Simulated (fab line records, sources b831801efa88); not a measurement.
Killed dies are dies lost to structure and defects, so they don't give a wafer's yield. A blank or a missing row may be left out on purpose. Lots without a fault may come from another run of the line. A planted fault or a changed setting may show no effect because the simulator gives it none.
One fault seen from 2 desks | flow gf180mcu | each desk has only its own numbers; what lay behind them comes last

THE METROLOGY DESK
What the gauges read, lot by lot, whatever tool the lot ran on: means of the sampled wafers that have a number. A lot is out of limits, marked OUT, if its mean lies more than 4 standard deviations from the usual mean; the brackets give that distance.
Columns: A = cd_nm at GF_V3_CD_MEAS_14, usual 260.0 nm; B = V3_W_RS at GF_V3_RS_MEAS_24, usual 0.327 ohm/sq
lot  | first seen here | A     | B
L797 | day 22 06:55    | 259.6 | 0.321
L798 | day 22 16:14    | 260.8 | 0.319
L799 | day 22 18:07    | 259.3 | 0.321
L800 | day 23 09:31    | 260.0 | 0.329
L803 | day 24 15:22    | 257.7 | 0.322
L804 | day 25 21:23    | 261.2 | 0.326
L805 | day 25 21:46    | 259.3 | 0.334
L807 | day 26 13:17    | 260.5 | 0.327
L808 | day 26 16:28    | 260.6 | 0.329
L811 | day 26 23:25    | 260.1 | 0.324
L814 | day 27 14:46    | 259.7 | 0.331
L812 | day 27 18:50    | 261.5 | 0.326
L813 | day 27 19:32    | 259.2 | 0.335
L816 | day 28 07:47    | 261.8 | 0.325
This desk's finding: nothing out of limits on any of the 14 lots.

THE TOOL OWNER'S DESK: cmp-02
The tool's own readings at GF_V3_CMP_26 (polishes, stops on SiO2, t overpolish 15 s, target thk 0 nm): means of the sampled wafers that have a number, for each lot that ran on this tool. A lot is out of limits, marked OUT, if its mean lies more than 4 standard deviations from the usual mean; the brackets give that distance.
Columns: A = motor_current_A at GF_V3_CMP_26, usual 10.7 A; B = overpolish_run_s at GF_V3_CMP_26, usual 14.999 s; C = platen_rpm at GF_V3_CMP_26, usual 60.00 rpm; D = slurry_filter_dp_kPa at GF_V3_CMP_26, usual 13.50 kPa; E = time_to_endpoint_s at GF_V3_CMP_26, usual 87 s
lot  | first seen here | A    | B      | C     | D     | E
L803 | day 24 16:34    | 10.8 | 14.986 | 60.03 | 13.64 | 90
L804 | day 25 22:38    | 10.2 | 14.996 | 59.96 | 13.52 | 86
L808 | day 26 17:43    | 10.4 | 14.999 | 59.97 | 13.51 | 89
L814 | day 27 16:12    | 10.7 | 15.002 | 59.98 | 13.38 | 48 (-8.4) OUT
L813 | day 27 20:47    | 10.9 | 14.998 | 60.03 | 13.55 | 48 (-8.6) OUT
L816 | day 28 09:04    | 10.3 | 15.001 | 59.99 | 13.46 | 48 (-8.6) OUT
This desk's finding: out of limits on L813, L814, L816; first on L814, day 27 16:12 (time_to_endpoint_s at GF_V3_CMP_26). In limits: L803, L804, L808.

PUT TOGETHER
The tool owner's desk could have raised an alarm at day 27 16:12, on L813, L814, L816.
The metrology desk saw nothing out of limits.
The metrology desk has L813, L814, L816 on record, within its limits.
Of the lots named, all ran GF_V3_CMP_26 on cmp-02.

WHAT THE SIMULATOR HAD PUT IN
Process parameter drift: cmp-02, from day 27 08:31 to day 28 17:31, at GF_V3_CMP_26. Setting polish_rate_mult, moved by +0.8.
Lots struck among those shown: L813, L814, L816.
Hours from the fault's start to each desk's first reading out of limits: the tool owner's desk, 8.
